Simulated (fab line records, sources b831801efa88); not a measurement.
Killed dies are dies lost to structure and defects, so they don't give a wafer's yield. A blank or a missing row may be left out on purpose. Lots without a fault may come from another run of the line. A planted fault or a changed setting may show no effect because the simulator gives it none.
Tool commonality check | flow gf180mcu | 13 lots, 39 wafers sampled

WHY IT WAS OPENED
At GF_DUAL_GATE_THK_MEAS_03 the reading DUAL_GATE_OXIDATION_00_THK is flagged on 2 of 13 lots. Wafers without a fault read 10.95 nm, standard deviation 0.2.
Rule: a lot is flagged when every wafer of it that has a number lies more than 4 standard deviations from that mean, or none has a number. The other lots count as sound.

lot  | measured     | on            | DUAL_GATE_OXIDATION_00_THK (nm), wafer by wafer | flag
L213 | day 7 18:58  | film_metro-04 | 11.11 11.02 11.02                               |
L214 | day 8 01:23  | film_metro-03 | 10.84 10.84 10.71                               |
L215 | day 8 09:56  | film_metro-04 | 11.10 10.97 10.92                               |
L216 | day 8 14:56  | film_metro-02 | 11.52 11.55 11.43                               |
L217 | day 8 22:47  | film_metro-03 | 10.70 10.86 10.77                               |
L218 | day 9 06:42  | film_metro-03 | 10.82 10.57 10.96                               |
L220 | day 10 06:50 | film_metro-04 | 10.92 10.92 10.89                               |
L223 | day 10 20:41 | film_metro-04 | 9.87 10.00 9.88                                 | FLAGGED
L224 | day 10 20:41 | film_metro-03 | 10.04 9.83 9.87                                 | FLAGGED
L231 | day 12 17:52 | film_metro-04 | 10.73 10.97 10.75                               |
L233 | day 13 07:41 | film_metro-03 | 11.07 10.97 10.82                               |
L235 | day 14 02:16 | film_metro-04 | 11.18 11.09 11.17                               |
L236 | day 14 07:37 | film_metro-02 | 10.86 10.65 10.75                               |
The numbers of the flagged lots are 9.91 nm on average: -1.04 nm against the usual, or -5 standard deviations.

WHICH TOOL RAN EACH LOT
The record holds 1 process step before the reading, out of a route of 602 steps. In each cell: the tool, then ch and the chambers that the sampled wafers went through, then the start.
lot  | flag    | GF_DUAL_GATE_OXIDATION_02
L213 |         | furnace-01 ch 0, day 7 17:31
L214 |         | furnace-02 ch 0, day 7 23:56
L215 |         | furnace-01 ch 0, day 8 08:30
L216 |         | furnace-02 ch 0, day 8 13:28
L217 |         | furnace-02 ch 0, day 8 21:20
L218 |         | furnace-01 ch 0, day 9 05:15
L220 |         | furnace-02 ch 0, day 10 05:23
L223 | FLAGGED | furnace-02 ch 0, day 10 19:14
L224 | FLAGGED | furnace-02 ch 0, day 10 19:14
L231 |         | furnace-01 ch 0, day 12 16:25
L233 |         | furnace-01 ch 0, day 13 06:14
L235 |         | furnace-02 ch 0, day 14 00:49
L236 |         | furnace-01 ch 0, day 14 06:10
What these steps do:
- GF_DUAL_GATE_OXIDATION_02: stabilise 600 s, purge 300 s, target thk 10.887 nm.
- GF_DUAL_GATE_THK_MEAS_03

FLAGGED OVER TOTAL, TOOL BY TOOL (the gauges that took the reading come last)
step                      | tool          | lots run | flagged | share of the flagged lots | sound lots run after its first flagged lot
GF_DUAL_GATE_OXIDATION_02 | furnace-01    | 6        | 0       | none                      | -
GF_DUAL_GATE_OXIDATION_02 | furnace-02    | 7        | 2       | all                       | 1 (L235)
GF_DUAL_GATE_THK_MEAS_03  | film_metro-02 | 2        | 0       | none                      | -
GF_DUAL_GATE_THK_MEAS_03  | film_metro-03 | 5        | 1       | some                      | 1 (L233)
GF_DUAL_GATE_THK_MEAS_03  | film_metro-04 | 6        | 1       | some                      | 2 (L231,L235)

WHAT THE TABLE ALLOWS
1 row of the table ran every flagged lot: furnace-02 at GF_DUAL_GATE_OXIDATION_02.
- furnace-02 at GF_DUAL_GATE_OXIDATION_02: 2 of its 7 lots flagged. Sound lots ran on it after the first flagged one (L235), which a lasting fault on the whole tool wouldn't allow. Its own readings lie more than 4 standard deviations out on every wafer of the flagged lots: spike_tc_centre_C, spike_tc_lower_C, spike_tc_top_C, tube_center_temp_C, tube_center_temp_C_max.
No row of the table ran every flagged lot and no sound lot after the first.

WHAT THE SIMULATOR HAD PUT IN
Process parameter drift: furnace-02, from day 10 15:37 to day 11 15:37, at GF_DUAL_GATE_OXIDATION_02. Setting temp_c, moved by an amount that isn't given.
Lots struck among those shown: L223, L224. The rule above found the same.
